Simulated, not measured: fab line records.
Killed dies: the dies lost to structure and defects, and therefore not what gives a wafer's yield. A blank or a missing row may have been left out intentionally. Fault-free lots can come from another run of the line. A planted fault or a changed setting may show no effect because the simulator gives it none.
fab line records    flow gf180mcu
[record] lots = 11  wafers = 33  last_day = 34
route steps=602 shown HV_LDD@232 CONTACT@303 M2@365 M3@409
lots untouched by any fault: they come from a run of this same line in which no faults occurred
start_h: hours from the record's opening day to when the first of the lot's shown wafers began    wait_h: hours elapsed since this lot's preceding step    " identical to the entry in the row above    L1.1+2: a single row standing in for several wafers    - either no value or no given start    * or withheld: withheld    < > ~ a bound
route shown NAME@n: a module of which the file shows steps, and the number in the route of the first    usual: average and standard deviation across the fault-free wafers    same: alike in all rows    chamber/n: place in a boat    sites: each site's reading    _std_site: how widely they spread, as a standard deviation    _edge_site: the outer-site mean with the inner-site mean subtracted    radius_mm: how far each site lies from the wafer's centre    mask NAME#n: copy n    behind: the tool/chamber that last shaped the wafer    hold: what put the lot on hold/how long, in hours/how the hold closed    device: names the non-switching transistor (n, p or np)    end of line: tests of these same wafers at the route's end    where a step has no rows: the recipe by itself    killed: dies lost to structure and defects at the first sort, not the wafer's yield    map: dies across one wafer; x = killed, . = not, _ = none there
set.NAME: setting as actually run; set.NAME@STEP: the setting as run at that earlier step    model.NAME: the simulator's own value behind a step, which no gauge read
route steps across a sampled set of lots; one table per step, one row per wafer
services: a tool's chamber out of use, with start hour (start_h, from the record's first day; less than 0 if before it), hours out, and reason
[[steps]]
[step GF_HV_LDD_CVD_56]
[recipe] material = Si3N4  precursor = DCS/NH3  target_thk_nm = 90  temp_c = 770  time_s = 1543  pressure_mtorr = 250
[usual] spike_tc_centre_C = 769.9/1.4  spike_tc_lower_C = 770.2/1.6  spike_tc_upper_C = 769.0/1.5  susceptor_temp_C = 770.1/0.37
lot.wafer  tool      chamber  start_h  wait_h  spike_tc_centre_C  spike_tc_lower_C  spike_tc_upper_C  susceptor_temp_C
L879.1     lpcvd-01  1        277.93   1.3     771.2              769.4             770.4             769.7
L879.3     "         1        "        "       770.2              770.2             770.6             770.2
L879.6     "         1        "        "       770.3              769.8             771.0             769.5
L881.1     lpcvd-02  0        288.51   0.1     771.4              768.7             767.4             769.5
L881.3     "         0        "        "       772.6              768.7             767.0             770.0
L881.6     "         0        "        "       771.8              769.5             767.9             769.9
L882.3     lpcvd-01  1        296.35   0.0     771.4              770.4             769.1             769.7
L882.4     "         1        "        "       768.5              769.2             770.0             769.4
L882.5     "         1        "        "       771.3              769.8             769.7             770.2
L886.3     lpcvd-01  0        331.85   0.0     769.6              771.6             769.7             769.9
L886.4     "         0        "        "       767.5              771.5             770.5             769.6
L886.5     "         0        "        "       768.4              772.9             767.7             770.2
L892.1     lpcvd-01  0        385.00   0.1     774.9              777.1             775.4             775.7
L892.3     "         0        "        "       774.3              779.4             777.1             775.9
L892.6     "         0        "        "       775.7              777.4             774.7             776.3
L893.1     lpcvd-01  0        388.25   0.1     772.9              776.7             776.8             776.8
L893.2     "         0        "        "       775.2              777.5             776.3             776.6
L893.4     "         0        "        "       775.4              778.3             776.9             776.7
L894.4     lpcvd-02  1        399.90   0.0     770.0              771.3             768.8             769.8
L894.5     "         1        "        "       771.7              770.6             769.2             769.5
L894.6     "         1        "        "       771.1              771.9             770.0             769.9
L896.4     lpcvd-02  1        414.28   0.0     771.3              770.2             770.3             770.5
L896.5     "         1        "        "       771.6              771.8             769.1             770.5
L896.6     "         1        "        "       771.6              772.0             769.6             770.4
L897.1     lpcvd-02  0        420.17   0.1     772.5              767.1             766.9             770.1
L897.3     "         0        "        "       771.4              767.4             768.2             769.8
L897.4     "         0        "        "       771.2              767.2             767.0             769.7
L901.2     lpcvd-02  0        449.80   0.0     770.6              769.7             766.1             769.5
L901.4     "         0        "        "       769.1              769.1             767.6             769.5
L901.6     "         0        "        "       770.3              769.2             765.6             770.0
L902.2     lpcvd-02  0        462.25   0.0     771.3              767.5             766.8             770.2
L902.4     "         0        "        "       770.2              768.3             768.0             770.5
L902.5     "         0        "        "       770.2              768.9             768.1             770.3
[step GF_HV_LDD_THK_MEAS_57]
[recipe] reads = Si3N4_of_HV_LDD_CVD_56
[usual] HV_LDD_CVD_56_THK = 90.2/0.92
lot.wafer  tool           chamber  start_h  wait_h  hold                      HV_LDD_CVD_56_THK[nm]
L879.1     film_metro-01  -        279.38   0.0     -                         89.3
L879.3     "              -        "        "       -                         89.9
L879.6     "              -        "        "       -                         90.3
L881.1     film_metro-01  -        289.94   0.0     -                         88.0
L881.3     "              -        "        "       -                         88.9
L881.6     "              -        "        "       -                         88.8
L882.3     film_metro-02  -        297.80   0.0     -                         90.2
L882.4     "              -        "        "       -                         89.9
L882.5     "              -        "        "       -                         89.8
L886.3     film_metro-03  -        333.30   0.0     -                         89.5
L886.4     "              -        "        "       -                         88.8
L886.5     "              -        "        "       -                         89.3
L892.1     film_metro-01  -        386.43   0.0     await_dispo/0.2h/release  100.5
L892.3     "              -        "        "       await_dispo/0.2h/release  102.0
L892.6     "              -        "        "       await_dispo/0.2h/release  101.4
L892.1     film_metro-01  -        386.65   0.2     -                         100.6
L892.3     "              -        "        "       -                         102.0
L892.6     "              -        "        "       -                         101.3
L893.1     film_metro-03  -        389.68   0.0     await_dispo/0.2h/release  101.7
L893.2     "              -        "        "       await_dispo/0.2h/release  101.8
L893.4     "              -        "        "       await_dispo/0.2h/release  101.7
L893.1     film_metro-03  -        389.92   0.2     -                         101.6
L893.2     "              -        "        "       -                         101.9
L893.4     "              -        "        "       -                         101.8
L894.4     film_metro-02  -        401.35   0.0     -                         90.8
L894.5     "              -        "        "       -                         89.8
L894.6     "              -        "        "       -                         90.3
L896.4     film_metro-01  -        415.74   0.0     -                         90.7
L896.5     "              -        "        "       -                         91.3
L896.6     "              -        "        "       -                         91.4
L897.1     film_metro-02  -        421.59   0.0     -                         89.9
L897.3     "              -        "        "       -                         90.0
L897.4     "              -        "        "       -                         90.1
L901.2     film_metro-03  -        451.24   0.0     -                         90.5
L901.4     "              -        "        "       -                         89.5
L901.6     "              -        "        "       -                         89.3
L902.2     film_metro-03  -        463.69   0.0     -                         89.3
L902.4     "              -        "        "       -                         90.1
L902.5     "              -        "        "       -                         90.3
[step GF_HV_LDD_ETCHBACK_58]
[recipe] chemistry = CH3F/O2  target = Si3N4  stop_on = SiO2  source_w = 400  bias_w = 80  pressure_mtorr = 25  ch3f_flow_sccm = 40  O2_flow_sccm = 30  time_s = 100  target_depth_a = 900
[usual] drypump_motor_current_A = 5.8/0.34  oes_product_au = 0.844/0.0069  throttle_valve_pct = 10.562/0.0096
lot.wafer  tool         chamber  start_h  wait_h  hold                      drypump_motor_current_A  oes_product_au  rf_hours_counter_h  throttle_valve_pct
L879.1     rie_diel-03  1        279.44   0.1     -                         4.9                      0.850           23                  10.557
L879.3     "            2        "        "       -                         6.2                      0.839           36                  10.546
L879.6     "            0        "        "       -                         5.6                      0.853           -                   10.558
L881.1     rie_diel-03  2        290.00   0.1     -                         6.1                      0.834           37                  10.547
L881.3     "            0        "        "       -                         5.6                      0.840           8                   10.573
L881.6     "            3        "        "       -                         6.0                      0.829           -                   10.587
L882.3     rie_diel-01  2        297.84   0.0     -                         6.0                      0.848           1                   10.548
L882.4     "            0        "        "       -                         6.3                      0.842           -                   10.566
L882.5     "            2        "        "       -                         6.0                      0.839           -                   10.561
L886.3     rie_diel-01  3        333.34   0.0     -                         5.7                      0.834           28                  10.581
L886.4     "            0        "        "       -                         6.3                      0.832           10                  10.564
L886.5     "            2        "        "       -                         5.9                      0.836           -                   10.569
L892.1     rie_diel-02  0        389.03   2.4     await_dispo/2.3h/release  5.7                      0.894           20                  10.575
L892.3     "            1        "        "       await_dispo/2.3h/release  6.1                      0.897           21                  10.564
L892.6     "            1        "        "       await_dispo/2.3h/release  6.1                      0.895           -                   10.559
L893.1     rie_diel-02  0        391.64   1.7     await_dispo/1.7h/release  5.7                      0.903           20                  10.571
L893.2     "            2        "        "       await_dispo/1.7h/release  5.9                      0.900           20                  10.562
L893.4     "            1        "        "       await_dispo/1.7h/release  6.1                      0.900           -                   10.572
L894.4     rie_diel-01  3        401.38   0.0     -                         5.8                      0.854           29                  10.576
L894.5     "            3        "        "       -                         5.7                      0.844           -                   10.551
L894.6     "            2        "        "       -                         5.9                      0.856           -                   10.566
L896.4     rie_diel-02  0        415.77   0.0     -                         5.7                      0.853           21                  10.567
L896.5     "            2        "        "       -                         5.9                      0.841           -                   10.569
L896.6     "            1        "        "       -                         6.1                      0.861           -                   10.561
L897.1     rie_diel-02  3        421.65   0.1     -                         5.6                      0.845           1                   10.577
L897.3     "            2        "        "       -                         5.9                      0.846           21                  10.561
L897.4     "            0        "        "       -                         5.7                      0.846           21                  10.567
L901.2     rie_diel-03  2        451.29   0.0     -                         6.2                      0.854           41                  10.548
L901.4     "            0        "        "       -                         5.7                      0.840           -                   10.561
L901.6     "            1        "        "       -                         4.9                      0.836           -                   10.553
L902.2     rie_diel-01  2        463.74   0.0     -                         6.0                      0.836           5                   10.552
L902.4     "            1        "        "       -                         6.1                      0.840           -                   10.545
L902.5     "            2        "        "       -                         5.9                      0.844           -                   10.570
[step GF_CONTACT_ETCH_16]
[recipe] chemistry = N2/H2  target_depth_a = withheld  overetch_a = withheld  time_s = withheld  target = BARC  ion_energy_ev = 200  source_w = 500  bias_w = 100  pressure_mtorr = 30  n2_flow_sccm = 100  h2_flow_sccm = 200
[usual] drypump_motor_current_A = 5.7/0.44  oes_product_au = 0.856/0.0047  throttle_valve_pct = 13.227/0.0089
lot.wafer  tool         chamber  start_h  wait_h  drypump_motor_current_A  oes_product_au  throttle_valve_pct
L879.1     rie_diel-03  1        365.03   0.0     4.9                      0.849           13.226
L879.3     "            0        "        "       5.7                      0.850           13.232
L879.6     "            3        "        "       6.0                      0.856           13.228
L881.1     rie_diel-02  0        377.13   0.0     5.7                      0.852           13.217
L881.3     "            2        "        "       5.9                      0.861           13.209
L881.6     "            1        "        "       6.1                      0.862           13.235
L882.3     rie_diel-03  3        387.08   0.0     6.0                      0.859           13.228
L882.4     "            2        "        "       6.2                      0.848           13.213
L882.5     "            1        "        "       4.9                      0.857           13.216
L886.3     rie_diel-04  1        424.77   0.0     4.8                      0.855           13.233
L886.4     "            2        "        "       5.9                      0.856           13.239
L886.5     "            3        "        "       5.6                      0.862           13.251
L892.1     rie_diel-04  0        485.07   0.0     6.0                      0.853           13.228
L892.3     "            3        "        "       5.6                      0.861           13.237
L892.6     "            0        "        "       6.0                      0.855           13.231
L893.1     rie_diel-03  2        486.02   0.0     6.2                      0.855           13.224
L893.2     "            1        "        "       4.9                      0.855           13.225
L893.4     "            0        "        "       5.6                      0.858           13.234
L894.4     rie_diel-03  0        499.43   0.0     5.7                      0.847           13.226
L894.5     "            1        "        "       4.9                      0.852           13.231
L894.6     "            2        "        "       6.2                      0.861           13.211
L896.4     rie_diel-03  2        514.62   0.0     6.2                      0.853           13.219
L896.5     "            3        "        "       6.0                      0.859           13.228
L896.6     "            0        "        "       5.7                      0.851           13.231
L897.1     rie_diel-03  2        520.08   0.0     6.2                      0.855           13.218
L897.3     "            0        "        "       5.6                      0.859           13.212
L897.4     "            3        "        "       6.0                      0.860           13.241
L901.2     rie_diel-04  0        548.38   0.0     6.0                      0.859           13.231
L901.4     "            1        "        "       4.8                      0.862           13.233
L901.6     "            3        "        "       5.6                      0.862           13.232
L902.2     rie_diel-04  0        559.67   0.0     6.0                      0.856           13.231
L902.4     "            2        "        "       5.9                      0.862           13.241
L902.5     "            2        "        "       5.9                      0.845           13.218
[step GF_M2_SPUTTER_03]
[recipe] material = Ti  target_thk_nm = 10  substrate_temp_c = 300  chamber_pressure_pa = 0.3  power_w = 3000  time_s = 6.7
[usual] throttle_valve_pct = 29.8/1
lot.wafer  tool            chamber  start_h  wait_h  throttle_valve_pct
L879.1     pvd_sputter-04  -        415.32   0.0     30.9
L879.3     "               -        "        "       30.7
L879.6     "               -        "        "       29.5
L881.1     pvd_sputter-04  -        428.01   0.0     29.7
L881.3     "               -        "        "       30.3
L881.6     "               -        "        "       30.0
L882.3     pvd_sputter-03  -        437.98   0.0     31.9
L882.4     "               -        "        "       29.1
L882.5     "               -        "        "       27.8
L886.3     pvd_sputter-04  -        478.32   0.0     30.7
L886.4     "               -        "        "       29.4
L886.5     "               -        "        "       30.4
L892.1     pvd_sputter-03  -        536.40   0.0     31.6
L892.3     "               -        "        "       29.5
L892.6     "               -        "        "       31.5
L893.1     pvd_sputter-01  -        537.04   0.0     29.4
L893.2     "               -        "        "       30.0
L893.4     "               -        "        "       29.3
L894.4     pvd_sputter-01  -        550.69   0.0     29.4
L894.5     "               -        "        "       29.1
L894.6     "               -        "        "       29.5
L896.4     pvd_sputter-01  -        563.97   0.0     29.7
L896.5     "               -        "        "       29.3
L896.6     "               -        "        "       29.7
L897.1     pvd_sputter-03  -        569.64   0.0     28.9
L897.3     "               -        "        "       31.4
L897.4     "               -        "        "       31.6
L901.2     pvd_sputter-03  -        596.14   0.0     29.0
L901.4     "               -        "        "       31.4
L901.6     "               -        "        "       29.0
L902.2     pvd_sputter-04  -        607.77   0.0     29.5
L902.4     "               -        "        "       29.9
L902.5     "               -        "        "       30.1
[step GF_M3_SPUTTER_00]
[recipe] material = Ti  target_thk_nm = 37.5  arriving_ion_energy_ev = 80  substrate_temp_c = 200  chamber_pressure_pa = 2  power_w = 4000  time_s = 150
[usual] throttle_valve_pct = 30.3/1.2
lot.wafer  tool            chamber  start_h  wait_h  throttle_valve_pct
L879.1     pvd_sputter-02  -        466.97   0.1     29.2
L879.3     "               -        "        "       30.2
L879.6     "               -        "        "       30.9
L881.1     pvd_sputter-02  -        479.37   0.1     30.5
L881.3     "               -        "        "       29.8
L881.6     "               -        "        "       32.1
L882.3     pvd_sputter-03  -        488.03   0.1     29.0
L882.4     "               -        "        "       27.7
L882.5     "               -        "        "       27.7
L886.3     pvd_sputter-03  -        528.58   0.2     27.9
L886.4     "               -        "        "       31.6
L886.5     "               -        "        "       31.8
L892.1     pvd_sputter-03  -        583.91   0.2     31.5
L892.3     "               -        "        "       27.7
L892.6     "               -        "        "       28.0
L893.1     pvd_sputter-02  -        584.01   0.1     29.4
L893.2     "               -        "        "       32.3
L893.4     "               -        "        "       30.2
L894.4     pvd_sputter-02  -        596.78   0.1     30.9
L894.5     "               -        "        "       30.4
L894.6     "               -        "        "       29.8
L896.4     pvd_sputter-02  -        608.99   0.1     30.4
L896.5     "               -        "        "       30.7
L896.6     "               -        "        "       29.6
L897.1     pvd_sputter-02  -        614.74   0.1     32.0
L897.3     "               -        "        "       29.8
L897.4     "               -        "        "       30.4
L901.2     pvd_sputter-04  -        639.37   0.1     30.0
L901.4     "               -        "        "       30.5
L901.6     "               -        "        "       29.9
L902.2     pvd_sputter-03  -        650.68   0.2     31.6
L902.4     "               -        "        "       27.5
L902.5     "               -        "        "       27.8
[[services]]
tool            chamber  start_h  hours  kind
rie_diel-02     0        254.31   7.0    repair
rie_diel-02     1        257.80   2.5    repair
pvd_sputter-03  -        272.65   1.2    repair
pvd_sputter-04  -        293.03   1.0    repair
rie_diel-02     3        308.44   7.4    repair
pvd_sputter-04  -        308.78   0.9    repair
lpcvd-01        -        314.87   1.0    repair
rie_diel-03     -        327.78   0.3    repair
lpcvd-02        -        341.54   28.1   pm
pvd_sputter-03  -        344.22   1.2    repair
pvd_sputter-02  -        353.29   4.3    repair
pvd_sputter-03  -        358.13   2.6    repair
rie_diel-03     -        377.10   0.2    repair
rie_diel-02     0        380.35   2.8    repair
pvd_sputter-04  -        392.01   1.2    repair
pvd_sputter-03  -        414.66   9.9    repair
rie_diel-02     3        428.31   3.6    repair
rie_diel-03     3        448.74   26.8   repair
pvd_sputter-02  -        520.04   7.6    repair
pvd_sputter-03  -        551.42   1.7    repair
pvd_sputter-02  -        588.61   5.6    repair
pvd_sputter-02  -        592.64   1.5    repair
rie_diel-02     2        615.40   8.7    repair
pvd_sputter-03  -        616.31   3.3    repair
[[key]]
[first_sign] step = GF_HV_LDD_CVD_56  reading = susceptor_temp_C  direction = up  sigmas = 17  usual = *  struck = *
[effect] step = GF_HV_LDD_CVD_56  reading = spike_tc_lower_C  direction = up  sigmas = 4.8  usual = 770.2  struck = 777.7
[effect] step = GF_HV_LDD_THK_MEAS_57  reading = visit  direction = added
[effect] step = GF_HV_LDD_THK_MEAS_57  reading = HV_LDD_CVD_56_THK  direction = up  sigmas = 12  usual = 90.2  struck = 101.5
[effect] step = GF_HV_LDD_ETCHBACK_58  reading = oes_product_au  direction = up  sigmas = 7.8  usual = 0.844  struck = 0.898
met_at GF_HV_LDD_CVD_56
struck_lots L892,L893
struck_wafers L892.1,L892.3,L892.6,L893.1,L893.2,L893.4
tester_left_out L892,L893
not_acting_at GF_CONTACT_ETCH_16,GF_M2_SPUTTER_03,GF_M3_SPUTTER_00
onset_between 331.85 385.00
[fault] kind = process_parameter_drift  tool = lpcvd-01  chamber = 0  onset_h = 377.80  steps = GF_HV_LDD_CVD_56  channel = temp_c  offset = *  shape = step  end_h = 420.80  acts_in = *  stated = *
// tester_left_out: of these lots the tester's yield and bins aren't shown, on N5 and GAA mostly nor the transistor test; their killed dies are dies lost to structure and defects alone, not to doping, threshold or leakage, so they don't give the yield
